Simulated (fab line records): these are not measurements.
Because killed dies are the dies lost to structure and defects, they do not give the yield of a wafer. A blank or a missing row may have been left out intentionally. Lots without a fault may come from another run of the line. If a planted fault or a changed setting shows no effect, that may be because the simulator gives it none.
Which tool is to blame? | flow sky130 | 12 lots, 36 wafers sampled, at 2 steps of a route of 708

== WHAT THE GAUGES READ, wafer by wafer ==
SKY_POLY_GATE_THK_MEAS_01.
lot  | measured     | on            | POLY_GATE_CVD_00_THK (nm)
L075 | day 14 22:14 | film-metro-03 | 180.6 182.6 180.3
L077 | day 15 20:16 | film-metro-04 | 186.6 184.8 184.5
L079 | day 16 12:30 | film-metro-03 | 179.0 178.4 177.7
L080 | day 17 05:26 | film-metro-04 | 182.6 182.0 181.8
L083 | day 17 13:14 | film-metro-01 | 182.3 182.4 183.1
L086 | day 18 07:31 | film-metro-04 | 181.8 179.8 179.2
L087 | day 18 12:58 | film-metro-03 | 178.6 177.9 179.5
L089 | day 19 10:04 | film-metro-04 | 180.9 180.0 180.9
L091 | day 20 09:01 | film-metro-03 | 180.5 179.7 180.0
L093 | day 21 01:17 | film-metro-01 | 175.2 175.7 177.2
L095 | day 21 15:27 | film-metro-04 | 179.4 180.8 179.9
L097 | day 22 02:57 | film-metro-01 | 177.9 179.5 179.2

== WHICH TOOL RAN EACH LOT (tool, then ch and the chambers of the sampled wafers, then the start) ==
lot  | SKY_FIELD_ISO_ETCH_14
L075 | rie-diel-02 ch 0,1,2, day 2 10:42
L077 | rie-diel-04 ch 1,2,3, day 2 21:57
L079 | rie-diel-01 ch 1,2,3, day 3 07:15
L080 | rie-diel-04 ch 0,2,3, day 3 18:32
L083 | rie-diel-04 ch 0,1,3, day 4 02:38
L086 | rie-diel-01 ch 0,1,3, day 4 18:35
L087 | rie-diel-01 ch 0,2, day 5 03:03
L089 | rie-diel-04 ch 0,2, day 5 13:26
L091 | rie-diel-01 ch 0,1,3, day 5 23:12
L093 | rie-diel-01 ch 0,1,3, day 6 08:15
L095 | rie-diel-01 ch 0,2, day 6 17:30
L097 | rie-diel-01 ch 0,1,3, day 7 09:00
- SKY_FIELD_ISO_ETCH_14: etches BARC in N2/H2, stops on SiO2, time 45.9 s, target depth 60 nm.

== THE ANSWER, worked out from the rows above alone ==
Rule: the lots themselves supply what counts as usual. Put in order of their means at a reading, lots are off if they are a third of the lots or fewer, leave a main group of 4 or more, and stand apart from it by a gap of 3 or more times the standard deviation of the main group's means; of several such gaps the widest counts. The tables above print the reading to a certain number of digits; a main group whose means all agree to those digits is not used. Also off: a lot with no number at a reading for which 4 or more lots have one. Any other lot the step has rows for is counted as sound.
Nothing can be told from this: no lot is off at any reading shown.

== WHAT HAD BEEN PUT IN BY THE SIMULATOR ==
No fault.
